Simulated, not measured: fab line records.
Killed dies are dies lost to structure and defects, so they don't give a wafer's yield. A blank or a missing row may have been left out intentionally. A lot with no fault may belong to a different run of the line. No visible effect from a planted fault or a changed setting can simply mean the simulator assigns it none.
fab line records	flow sky130
record lots=6	wafers=18	last_day=50
route steps=708 shown METAL2@483 PAD_OPEN@708
lots that met no fault: taken from a fault-free run of the same line
start_h: hours from the record's opening day to when the first of the lot's shown wafers began	wait_h: hours elapsed since this lot's preceding step	" the same as in the row above	L1.1+2: one row covering several wafers at once	- no value, or no start given	* or withheld: withheld	< > ~ a bound
route shown NAME@n: NAME is a module with steps in the file, n the number in the route of the first one	usual: the fault-free wafers' mean and standard deviation	same: alike in all rows	chamber/n: place in a boat	sites: readings site by site	_std_site: standard deviation of those values	_edge_site: mean of outer sites minus mean of inner sites	radius_mm: for every site, how far away it sits from the centre of the wafer	mask NAME#n: copy n	behind: the last tool/chamber to shape the wafer	hold: why the lot was held/for how many hours/how that ended	device: the n, p or np transistor that did not switch	end of line: the tests these same wafers got at the end of their route	step lacking rows: just its recipe	killed: not the wafer's yield, but the dies lost to structure and defects at the first sort	map: a wafer's dies, x killed, . not, _ none there
set.NAME: the setting the step ran with; set.NAME@STEP: the setting that earlier step ran with	model.NAME: the simulator's own value behind a step, which no gauge read
a table for each step, a row for each wafer; lots at some steps of the route
services: when a tool's chamber went out of use (start_h, in hours from the record's first day, below 0 if earlier), for how many hours, and the reason
## steps
# step SKY_METAL2_SPUTTER_00
# recipe material=Ti	target_thk_nm=15	power_w=3000	time_s=10	chamber_pressure_pa=0.4
# usual throttle_valve_pct=29.8/1.1
lot.wafer	tool	chamber	start_h	wait_h	throttle_valve_pct
L535.1	pvd_sputter-04	-	840.34	0.1	29.5
L535.4	"	-	"	"	30.0
L535.5	"	-	"	"	29.1
L540.3	pvd_sputter-01	-	870.73	0.1	27.4
L540.4	"	-	"	"	31.5
L540.6	"	-	"	"	31.5
L541.2	pvd_sputter-01	-	874.28	0.1	31.4
L541.4	"	-	"	"	31.5
L541.5	"	-	"	"	30.1
L545.1	pvd_sputter-01	-	903.31	0.1	31.4
L545.4	"	-	"	"	27.6
L545.5	"	-	"	"	31.4
L549.2	pvd_sputter-02	-	937.47	0.1	29.7
L549.3	"	-	"	"	29.0
L549.5	"	-	"	"	30.9
L553.1	pvd_sputter-02	-	957.02	0.2	28.9
L553.2	"	-	"	"	31.2
L553.6	"	-	"	"	29.1
# step SKY_METAL2_SPUTTER_01
# recipe material=TiN	target_thk_nm=20	power_w=6500	time_s=16.7	chamber_pressure_pa=0.4
# usual throttle_valve_pct=29.9/1.1
lot.wafer	tool	chamber	start_h	wait_h	throttle_valve_pct
L535.1	pvd_sputter-04	-	840.37	0.0	29.5
L535.4	"	-	"	"	29.9
L535.5	"	-	"	"	29.1
L540.3	pvd_sputter-01	-	870.75	0.0	27.5
L540.4	"	-	"	"	31.5
L540.6	"	-	"	"	31.7
L541.2	pvd_sputter-01	-	874.31	0.0	31.4
L541.4	"	-	"	"	31.6
L541.5	"	-	"	"	29.9
L545.1	pvd_sputter-01	-	903.33	0.0	31.2
L545.4	"	-	"	"	27.7
L545.5	"	-	"	"	31.3
L549.2	pvd_sputter-02	-	937.50	0.0	29.5
L549.3	"	-	"	"	28.8
L549.5	"	-	"	"	31.4
L553.1	pvd_sputter-02	-	957.04	0.0	29.0
L553.2	"	-	"	"	30.9
L553.6	"	-	"	"	29.0
# step SKY_METAL2_SPUTTER_02
# recipe material=AlCu	target_thk_nm=250	power_w=10600	time_s=13.3	chamber_pressure_pa=0.4
# step SKY_METAL2_SPUTTER_03
# recipe material=Ti	target_thk_nm=5	power_w=3000	time_s=3.3	chamber_pressure_pa=0.4
# usual throttle_valve_pct=29.9/1.1
lot.wafer	tool	chamber	start_h	wait_h	throttle_valve_pct
L535.1	pvd_sputter-04	-	840.42	0.0	29.4
L535.4	"	-	"	"	29.7
L535.5	"	-	"	"	29.3
L540.3	pvd_sputter-01	-	870.80	0.0	27.3
L540.4	"	-	"	"	31.6
L540.6	"	-	"	"	31.6
L541.2	pvd_sputter-01	-	874.36	0.0	31.2
L541.4	"	-	"	"	31.7
L541.5	"	-	"	"	29.9
L545.1	pvd_sputter-01	-	903.38	0.0	31.2
L545.4	"	-	"	"	27.6
L545.5	"	-	"	"	31.7
L549.2	pvd_sputter-02	-	937.55	0.0	29.5
L549.3	"	-	"	"	28.8
L549.5	"	-	"	"	31.1
L553.1	pvd_sputter-02	-	957.09	0.0	28.9
L553.2	"	-	"	"	31.2
L553.6	"	-	"	"	28.7
# step SKY_METAL2_SPUTTER_04
# recipe material=TiN	target_thk_nm=70	power_w=6500	time_s=58.3	chamber_pressure_pa=0.4
# usual throttle_valve_pct=29.9/1.1
lot.wafer	tool	chamber	start_h	wait_h	throttle_valve_pct
L535.1	pvd_sputter-04	-	840.44	0.0	29.7
L535.4	"	-	"	"	29.4
L535.5	"	-	"	"	29.2
L540.3	pvd_sputter-01	-	870.82	0.0	27.6
L540.4	"	-	"	"	31.7
L540.6	"	-	"	"	31.7
L541.2	pvd_sputter-01	-	874.37	0.0	31.5
L541.4	"	-	"	"	31.7
L541.5	"	-	"	"	30.1
L545.1	pvd_sputter-01	-	903.40	0.0	31.5
L545.4	"	-	"	"	27.6
L545.5	"	-	"	"	31.3
L549.2	pvd_sputter-02	-	937.56	0.0	29.5
L549.3	"	-	"	"	29.0
L549.5	"	-	"	"	31.2
L553.1	pvd_sputter-02	-	957.11	0.0	28.9
L553.2	"	-	"	"	31.1
L553.6	"	-	"	"	28.8
# step SKY_METAL2_RS_MEAS_05
# recipe thk_meas_gauge=four-point-probe	reads=TiN_of_METAL2_SPUTTER_04+Ti_of_METAL2_SPUTTER_03+AlCu_of_METAL2_SPUTTER_02+TiN_of_METAL2_SPUTTER_01+Ti_of_METAL2_SPUTTER_00
# usual METAL2_ALCU_RS=0.1272/0.0017
lot.wafer	tool	chamber	start_h	wait_h	METAL2_ALCU_RS[ohm/sq]
L535.1	film_metro-04	-	840.48	0.0	0.1251
L535.4	"	-	"	"	0.1256
L535.5	"	-	"	"	0.1269
L540.3	film_metro-02	-	870.91	0.1	0.1282
L540.4	"	-	"	"	0.1277
L540.6	"	-	"	"	0.1273
L541.2	film_metro-01	-	874.44	0.0	0.1274
L541.4	"	-	"	"	0.1279
L541.5	"	-	"	"	0.1262
L545.1	film_metro-02	-	903.45	0.0	0.1268
L545.4	"	-	"	"	0.1277
L545.5	"	-	"	"	0.1272
L549.2	film_metro-04	-	937.63	0.0	0.1268
L549.3	"	-	"	"	0.1282
L549.5	"	-	"	"	0.1286
L553.1	film_metro-04	-	957.16	0.0	0.1276
L553.2	"	-	"	"	0.1291
L553.6	"	-	"	"	0.1284
# step SKY_METAL2_THK_MEAS_06
# recipe thk_meas_gauge=xrf	reads=AlCu_of_METAL2_SPUTTER_02
# usual METAL2_ALCU_THK=246/3.4
lot.wafer	tool	chamber	start_h	wait_h	METAL2_ALCU_THK[nm]
L535.1	film_metro-04	-	840.60	0.1	250
L535.4	"	-	"	"	249
L535.5	"	-	"	"	246
L540.3	film_metro-02	-	871.01	0.1	243
L540.4	"	-	"	"	245
L540.6	"	-	"	"	246
L541.2	film_metro-01	-	874.55	0.1	247
L541.4	"	-	"	"	244
L541.5	"	-	"	"	247
L545.1	film_metro-02	-	903.57	0.1	245
L545.4	"	-	"	"	243
L545.5	"	-	"	"	244
L549.2	film_metro-04	-	937.74	0.1	247
L549.3	"	-	"	"	244
L549.5	"	-	"	"	243
L553.1	film_metro-04	-	957.28	0.1	245
L553.2	"	-	"	"	243
L553.6	"	-	"	"	243
# step SKY_METAL2_DEHYDRATE_07
# recipe temp_c=200	time_s=60
# step SKY_METAL2_HMDS_08
# recipe prime_time_s=60	prime_temp_c=120
# step SKY_METAL2_COAT_09
# recipe resist=BARC	temp_c=withheld	time_s=withheld	spin_rpm=3000	resist_thk_nm=60
# step SKY_METAL2_COAT_10
# recipe resist=KrF-thick	spin_rpm=3000	resist_thk_nm=450
# step SKY_METAL2_SOFTBAKE_11
# recipe temp_c=100	time_s=90	resist=KrF-thick
# step SKY_METAL2_EXPOSE_12
# recipe mask_id=MM2	na=0.8	source_shape=annular	sigma_inner=0.55	sigma_outer=0.85	target_cd_nm=140	dose_mj=28
# usual exposure_dose_mJ_cm2=28.005/0.029
lot.wafer	tool	chamber	start_h	wait_h	mask	exposure_dose_mJ_cm2
L535.1	krf_scanner-02	0	853.83	-	MM2#0	28.003
L535.4	"	0	"	"	MM2#0	28.000
L535.5	"	0	"	"	MM2#0	27.962
L540.3	krf_scanner-01	0	883.54	-	MM2#0	28.000
L540.4	"	0	"	"	MM2#0	28.048
L540.6	"	0	"	"	MM2#0	28.012
L541.2	krf_scanner-01	0	887.03	-	MM2#0	28.548
L541.4	"	0	"	"	MM2#0	28.587
L541.5	"	0	"	"	MM2#0	28.581
L545.1	krf_scanner-01	0	916.26	-	MM2#0	28.505
L545.4	"	0	"	"	MM2#0	28.437
L545.5	"	0	"	"	MM2#0	28.475
L549.2	krf_scanner-02	0	950.70	-	MM2#0	27.960
L549.3	"	0	"	"	MM2#0	27.956
L549.5	"	0	"	"	MM2#0	27.955
L553.1	krf_scanner-02	0	969.35	-	MM2#0	27.962
L553.2	"	0	"	"	MM2#0	27.965
L553.6	"	0	"	"	MM2#0	27.976
# step SKY_METAL2_PEB_13
# recipe peb_temp_c=withheld	peb_time_s=withheld	resist=KrF-thick
# step SKY_METAL2_DEVELOP_14
# recipe develop_time_s=60	resist=KrF-thick	dev_temp_c=21
# step SKY_METAL2_CD_MEAS_15
# recipe target_cd_nm=140
# usual cd_nm=140.3/1.9
lot.wafer	tool	chamber	start_h	wait_h	cd_nm
L535.1	cd_sem-02	-	866.68	-	139.9
L535.4	"	-	"	"	139.2
L535.5	"	-	"	"	139.0
L540.3	cd_sem-01	-	896.47	-	141.2
L540.4	"	-	"	"	141.6
L540.6	"	-	"	"	143.2
L541.2	cd_sem-02	-	899.73	-	137.0
L541.4	"	-	"	"	137.6
L541.5	"	-	"	"	137.4
L545.1	cd_sem-02	-	928.43	-	135.3
L545.4	"	-	"	"	135.2
L545.5	"	-	"	"	134.4
L549.2	cd_sem-02	-	962.05	-	140.7
L549.3	"	-	"	"	138.1
L549.5	"	-	"	"	139.8
L553.1	cd_sem-02	-	980.91	-	142.5
L553.2	"	-	"	"	141.7
L553.6	"	-	"	"	140.0
# step SKY_METAL2_OVL_MEAS_16
# usual METAL2_OVL=0/4.8
lot.wafer	tool	chamber	start_h	wait_h	METAL2_OVL[nm]
L535.1	overlay-02	-	866.80	0.1	-4
L535.4	"	-	"	"	2
L535.5	"	-	"	"	-4
L540.3	overlay-01	-	896.56	0.1	-7
L540.4	"	-	"	"	-4
L540.6	"	-	"	"	-1
L541.2	overlay-01	-	899.83	0.1	1
L541.4	"	-	"	"	6
L541.5	"	-	"	"	-1
L545.1	overlay-01	-	928.55	0.1	1
L545.4	"	-	"	"	-1
L545.5	"	-	"	"	2
L549.2	overlay-01	-	962.16	0.1	-5
L549.3	"	-	"	"	-4
L549.5	"	-	"	"	-4
L553.1	overlay-02	-	981.03	0.1	1
L553.2	"	-	"	"	2
L553.6	"	-	"	"	0
# step SKY_METAL2_DESCUM_17
# recipe chemistry=O2	source_power_w=150	bias_power_w=0	pressure_mtorr=10	temp_c=40	time_s=8
# usual drypump_motor_current_A=5.6/0.48	oes_product_au=0.996/0.011
# same bias_power_w=0
lot.wafer	tool	chamber	start_h	wait_h	drypump_motor_current_A	oes_product_au	rf_hours_counter_h	model.METAL2.cd_nm
L535.1	rie_metal-02	0	866.84	0.0	5.2	0.983	5	140.4
L535.4	"	0	"	"	5.2	0.984	-	139.7
L535.5	"	0	"	"	5.2	0.973	-	139.9
L540.3	rie_metal-03	1	896.60	0.0	5.0	1.004	-	141.1
L540.4	"	0	"	"	5.9	1.015	-	140.4
L540.6	"	0	"	"	5.9	1.009	-	141.2
L541.2	rie_metal-03	0	899.86	0.0	6.0	0.997	18	135.6
L541.4	"	1	"	"	5.0	0.977	-	137.4
L541.5	"	1	"	"	5.0	0.988	-	137.1
L545.1	rie_metal-02	1	928.59	0.0	6.3	1.002	15	135.6
L545.4	"	1	"	"	6.3	1.006	-	135.6
L545.5	"	1	"	"	6.3	1.008	-	135.1
L549.2	rie_metal-01	1	962.19	0.0	5.2	0.997	14	141.1
L549.3	"	1	"	"	5.2	0.998	-	138.2
L549.5	"	1	"	"	5.2	1.005	-	140.1
L553.1	rie_metal-02	1	981.06	0.0	6.4	1.018	17	142.2
L553.2	"	0	"	"	5.2	0.993	10	142.2
L553.6	"	1	"	"	6.3	1.020	-	139.6
# step SKY_METAL2_ETCH_18
# recipe chemistry=N2/H2	target=BARC	ion_energy_ev=200	bias_w=100	pressure_mtorr=30	n2_flow_sccm=100	h2_flow_sccm=200	icp_w=500	stop_on=SiO2	time_s=45.9	target_depth_a=600
# usual drypump_motor_current_A=5.6/0.48	oes_product_au=0.855/0.0048	throttle_valve_pct=13.224/0.0088
lot.wafer	tool	chamber	start_h	wait_h	drypump_motor_current_A	oes_product_au	rf_hours_counter_h	throttle_valve_pct	model.METAL2.cd_nm
L535.1	rie_metal-02	0	866.87	0.0	5.3	0.867	5	13.215	139.3
L535.4	"	0	"	"	5.2	0.859	-	13.226	138.8
L535.5	"	0	"	"	5.2	0.857	-	13.220	138.9
L540.3	rie_metal-03	1	896.64	0.0	5.0	0.855	-	13.210	141.5
L540.4	"	0	"	"	6.0	0.846	-	13.225	143.2
L540.6	"	0	"	"	6.0	0.850	-	13.231	143.9
L541.2	rie_metal-03	0	899.89	0.0	6.0	0.861	18	13.221	138
L541.4	"	1	"	"	5.0	0.858	-	13.232	137.7
L541.5	"	1	"	"	5.0	0.862	-	13.238	137.7
L545.1	rie_metal-02	1	928.62	0.0	6.4	0.851	15	13.231	135
L545.4	"	1	"	"	6.3	0.852	-	13.232	135
L545.5	"	1	"	"	6.3	0.859	-	13.212	134.7
L549.2	rie_metal-01	1	962.22	0.0	5.3	0.847	14	13.219	142.4
L549.3	"	1	"	"	5.3	0.861	-	13.229	139.6
L549.5	"	1	"	"	5.2	0.860	-	13.226	140.9
L553.1	rie_metal-02	1	981.09	0.0	6.3	0.855	17	13.225	142.3
L553.2	"	0	"	"	5.3	0.856	10	13.228	141.5
L553.6	"	1	"	"	6.4	0.858	-	13.212	139.3
# step SKY_METAL2_METAL_ETCH_19
# recipe target_depth_a=3600	stop_on=SiO2	over_etch_frac=0.3	time_s=78	chemistry=Cl2/BCl3	resist_sidewall_deg=88	pressure_mtorr=10	icp_w=900	bias_w=48.5	Cl2_flow_sccm=60	bcl3_flow_sccm=30
# usual drypump_motor_current_A=5.6/0.48	oes_product_au=0.854/0.0067	throttle_valve_pct=22.265/0.0097
lot.wafer	tool	chamber	start_h	wait_h	drypump_motor_current_A	oes_product_au	rf_hours_counter_h	throttle_valve_pct
L535.1	rie_metal-02	0	866.93	0.0	5.2	0.862	5	22.272
L535.4	"	0	"	"	5.2	0.861	-	22.267
L535.5	"	0	"	"	5.2	0.856	-	22.267
L540.3	rie_metal-03	1	896.71	0.1	5.0	0.852	-	22.257
L540.4	"	0	"	"	5.9	0.858	-	22.249
L540.6	"	0	"	"	6.0	0.856	-	22.246
L541.2	rie_metal-03	0	899.96	0.0	6.0	0.855	18	22.264
L541.4	"	1	"	"	5.0	0.852	-	22.262
L541.5	"	1	"	"	5.0	0.850	-	22.275
L545.1	rie_metal-02	1	928.68	0.0	6.3	0.845	15	22.265
L545.4	"	1	"	"	6.3	0.853	-	22.268
L545.5	"	1	"	"	6.4	0.856	-	22.273
L549.2	rie_metal-01	1	962.28	0.0	5.2	0.858	14	22.264
L549.3	"	1	"	"	5.2	0.845	-	22.271
L549.5	"	1	"	"	5.2	0.856	-	22.259
L553.1	rie_metal-02	1	981.16	0.0	6.3	0.845	17	22.242
L553.2	"	0	"	"	5.2	0.841	10	22.259
L553.6	"	1	"	"	6.3	0.845	-	22.264
# step SKY_PAD_OPEN_PROBE_99
# usual defect_limited_yield=82.2/2	killed_at_M0_to_M3=45/7.2	killed_at_M4_up=3.0/1.8	killed_at_contacts=25/6.1	killed_at_front_end=14/4.4	killed_at_other=0.2/0.44	killed_dies=88/10	killed_open=48/7.4	killed_short=40/6.3	sort_bin_3_pad_short=0.9/0.41	sort_bin_5_function=10.6/1.5	sort_bin_6_memory=6.4/1.2	sort_n_pass=404/10	sort_yield_pct=82.2/2
# same gross_dies=492	killed_at_back_side=0	sort_bin_4_leakage[%]=0	sort_bin_8_speed[%]=0
lot.wafer	tool	chamber	start_h	wait_h	defect_limited_yield[%]	killed_at_M0_to_M3	killed_at_M4_up	killed_at_contacts	killed_at_front_end	killed_at_other	killed_dies	killed_open	killed_short	sort_bin_3_pad_short[%]	sort_bin_5_function[%]	sort_bin_6_memory[%]	sort_n_pass	sort_yield_pct[%]
L535.1	prober-02	-	1114.66	0.1	81.5	52	4	27	8	0	91	51	40	0.8	10.4	7.3	401	81.5
L535.4	prober-02	-	1114.81	0.2	82.3	52	1	25	9	0	87	50	37	0.4	10.0	7.3	405	82.3
L535.5	prober-02	-	1114.86	0.2	82.9	36	2	30	16	0	84	52	32	1.4	9.6	6.1	408	82.9
L540.3	prober-01	-	1137.38	0.2	82.9	50	1	15	18	0	84	51	33	0.6	10.4	6.1	408	82.9
L540.4	prober-01	-	1137.43	0.2	85.0	44	3	16	11	0	74	38	36	0.8	8.3	5.9	418	85.0
L540.6	prober-01	-	1137.53	0.2	79.1	49	8	31	15	0	103	53	50	1.2	11.4	8.3	389	79.1
L541.2	prober-02	-	1140.63	0.1	84.1	36	1	26	15	0	78	36	42	0.8	10.0	5.1	414	84.1
L541.4	prober-02	-	1140.73	0.2	82.9	48	0	23	13	0	84	43	41	0.8	10.6	5.7	408	82.9
L541.5	prober-02	-	1140.78	0.2	81.5	49	2	24	16	0	91	44	47	0.6	11.4	6.5	401	81.5
# killed by level:class
L535.1 CONTACT:geometric_particle:open=17 VIA3:geometric_particle:open=10 METAL1:geometric_particle:short=9 VIA1:geometric_particle:short=6 VIA1:geometric_particle:open=6 VIA2:geometric_particle:open=5 LI_CONTACT:geometric_particle:open=5 METAL2:geometric_particle:short=5
L535.4 VIA1:geometric_particle:open=19 LI_CONTACT:geometric_particle:open=10 VIA2:geometric_particle:open=7 METAL2:geometric_particle:short=7 CONTACT:geometric_particle:short=6 METAL1:geometric_particle:short=5 LOCAL_INTERCONNECT:geometric_particle:short=4 CONTACT:geometric_particle:open=4
L535.5 LI_CONTACT:geometric_particle:open=12 CONTACT:geometric_particle:open=11 VIA3:geometric_particle:open=9 VIA1:geometric_particle:open=6 FIELD_ISO:geometric_particle:open=5 LOCAL_INTERCONNECT:geometric_particle:short=4 METAL2:geometric_particle:short=4 METAL3:geometric_particle:short=4
L540.3 VIA1:geometric_particle:open=19 VIA1:geometric_particle:short=8 VIA3:geometric_particle:open=6 CONTACT:geometric_particle:open=6 METAL2:geometric_particle:short=5 POLY_GATE:geometric_particle:short=4 POLY_GATE:geometric_particle:open=4 LI_CONTACT:geometric_particle:open=4
L540.4 VIA1:geometric_particle:open=11 VIA2:geometric_particle:open=7 METAL1:geometric_particle:short=7 LOCAL_INTERCONNECT:geometric_particle:short=5 CONTACT:geometric_particle:open=5 CONTACT:geometric_particle:short=4 METAL2:geometric_particle:short=4 VIA3:geometric_particle:open=4
L540.6 VIA1:geometric_particle:open=15 CONTACT:geometric_particle:open=12 VIA2:geometric_particle:open=8 VIA1:geometric_particle:short=7 POLY_GATE:geometric_particle:short=6 LOCAL_INTERCONNECT:geometric_particle:short=6 METAL2:geometric_particle:short=6 METAL4:geometric_particle:short=6
L541.2 CONTACT:geometric_particle:open=9 VIA1:geometric_particle:open=8 POLY_GATE:geometric_particle:short=7 LOCAL_INTERCONNECT:geometric_particle:short=6 CONTACT:geometric_particle:short=6 METAL1:geometric_particle:short=5 LI_CONTACT:geometric_particle:open=4 VIA2:geometric_particle:open=4
L541.4 CONTACT:geometric_particle:open=9 VIA1:geometric_particle:open=9 VIA1:geometric_particle:short=8 VIA2:geometric_particle:open=8 LOCAL_INTERCONNECT:geometric_particle:short=6 FIELD_ISO:geometric_particle:short=5 VIA3:geometric_particle:open=5 POLY_GATE:geometric_particle:short=4
L541.5 VIA1:geometric_particle:open=10 CONTACT:geometric_particle:open=9 VIA3:geometric_particle:short=7 METAL1:geometric_particle:short=7 VIA2:geometric_particle:open=6 FIELD_ISO:geometric_particle:open=5 VIA2:geometric_particle:short=5 POLY_GATE:geometric_particle:short=4
## services
tool	chamber	start_h	hours	kind
pvd_sputter-01	2	840.75	-	consumable_replace:kit
pvd_sputter-01	2	840.75	18.0	scheduled_down
pvd_sputter-01	2	840.75	18.0	vent_cycle
pvd_sputter-04	-	841.51	1.9	repair
krf_scanner-01	-	844.57	3.6	pm
pvd_sputter-02	0	851.05	-	consumable_replace:kit
pvd_sputter-02	0	851.05	18.0	scheduled_down
pvd_sputter-02	0	851.05	18.0	vent_cycle
krf_scanner-01	-	851.53	0.8	pm
krf_scanner-02	-	858.39	1.3	pm
krf_scanner-01	-	872.03	1.3	pm
pvd_sputter-01	-	878.44	4.8	repair
rie_metal-03	1	886.46	3.0	repair
krf_scanner-01	-	905.20	1.0	pm
rie_metal-03	0	913.25	-	clean
rie_metal-03	0	913.25	17.9	scheduled_down
rie_metal-03	0	913.25	17.9	vent_cycle
rie_metal-01	-	918.38	0.2	repair
krf_scanner-02	-	930.66	3.8	repair
krf_scanner-02	-	949.30	0.8	pm
pvd_sputter-01	1	953.44	-	consumable_replace:kit
pvd_sputter-01	1	953.44	18.0	scheduled_down
pvd_sputter-01	1	953.44	18.0	vent_cycle
krf_scanner-02	-	963.77	1.0	pm
## key
first_sign step=SKY_METAL2_EXPOSE_12	reading=exposure_dose_mJ_cm2	direction=up	sigmas=18	usual=*	struck=*
effect step=SKY_METAL2_CD_MEAS_15	reading=cd_nm	direction=down	sigmas=2.2	usual=140.3	struck=136.2	wafers_moved=3	through=control_loop
model_effect step=SKY_METAL2_DESCUM_17	value=METAL2.cd_nm	without=139.7	struck=136.1
model_effect step=SKY_METAL2_ETCH_18	value=METAL2.cd_nm	without=140	struck=136.3
met_at SKY_METAL2_EXPOSE_12
struck_wafers L541.2,L541.4,L541.5,L545.1,L545.4,L545.5
loop_trim step=SKY_METAL2_EXPOSE_12	setting=dose	lots=L545
onset_between 883.54 887.03
fault kind=process_parameter_drift	tool=krf_scanner-01	chamber=-	onset_h=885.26	steps=SKY_METAL2_EXPOSE_12	channel=dose_mj	offset=0.58924	shape=step	acts_in=these_recipes_only	stated=28
# loop_trim: a control loop set the setting to another value than it would have without faults
